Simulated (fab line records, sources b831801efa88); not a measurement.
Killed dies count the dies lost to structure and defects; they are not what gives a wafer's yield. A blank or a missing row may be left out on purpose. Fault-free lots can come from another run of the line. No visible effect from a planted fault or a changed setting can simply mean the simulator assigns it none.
Which of the tools did it?	flow gf180mcu	Sampling: 11 lots, 33 wafers, 2 of 602 route steps

WHAT EACH GAUGE READ, for each wafer
GF_POLY_GATE_THK_MEAS_01.
lot	measured	on	POLY_GATE_CVD_00_THK (nm)
L673	day 8 15:37	film metro-01	198.6 198.3 197.6
L674	day 8 20:37	film metro-01	202.3 203.3 200.7
L675	day 9 02:52	film metro-02	199.1 197.7 198.3
L683	day 11 10:13	film metro-03	208.5 210.4 211.0
L684	day 11 17:19	film metro-03	205.4 206.4 206.9
L686	day 12 06:56	film metro-02	200.4 200.1 201.0
L688	day 12 18:29	film metro-03	201.2 200.7 199.1
L693	day 14 13:29	film metro-02	201.6 200.9 201.4
L694	day 14 20:12	film metro-01	198.0 198.2 199.3
L695	day 15 00:41	film metro-03	200.8 200.6 199.8
L696	day 15 06:50	film metro-03	200.8 201.3 200.2

WHAT TOOL EACH LOT RAN ON (gives the tool, then ch and the chambers of the sampled wafers, and finally the start)
lot	GF_POLY_GATE_CVD_00
L673	lpcvd-02 ch 0, day 8 14:17
L674	lpcvd-02 ch 0, day 8 19:16
L675	lpcvd-01 ch 0, day 9 01:32
L683	lpcvd-02 ch 0, day 11 08:53
L684	lpcvd-02 ch 1, day 11 15:59
L686	lpcvd-01 ch 1, day 12 05:35
L688	lpcvd-01 ch 0, day 12 17:09
L693	lpcvd-01 ch 1, day 14 11:29
L694	lpcvd-02 ch 0, day 14 18:50
L695	lpcvd-02 ch 0, day 14 23:20
L696	lpcvd-02 ch 1, day 15 05:29
- GF_POLY_GATE_CVD_00: deposits poly-Si, target thk 200 nm, time 1200 s.

THE ANSWER, worked out from the rows above alone
Rule: usual is defined by the lots themselves. The widest of any qualifying gaps counts: lots, ordered by their means at a reading, are off when they make up no more than a third of the lots, leave a main group of 4 or more, and stand apart from it by 3 or more times the standard deviation of that group's means. A main group is skipped when, at the precision printed for the reading in the tables above, its means are all equal. A lot without any number at a reading at which 4 lots or more have one is off too. The other lots that the step has rows for count as sound.
Off: L683, L684, seen at GF_POLY_GATE_THK_MEAS_01 (POLY_GATE_CVD_00_THK). The main group: mean 200.0 nm, standard deviation 1.3.
If a tool, at a process step before that reading, ran all the lots that are off and no sound lot after the first of them, it fits. Those tools and the gauges at GF_POLY_GATE_THK_MEAS_01 are tried in the same way. None of those tried fits.

WHAT WAS PUT IN BY THE SIMULATOR
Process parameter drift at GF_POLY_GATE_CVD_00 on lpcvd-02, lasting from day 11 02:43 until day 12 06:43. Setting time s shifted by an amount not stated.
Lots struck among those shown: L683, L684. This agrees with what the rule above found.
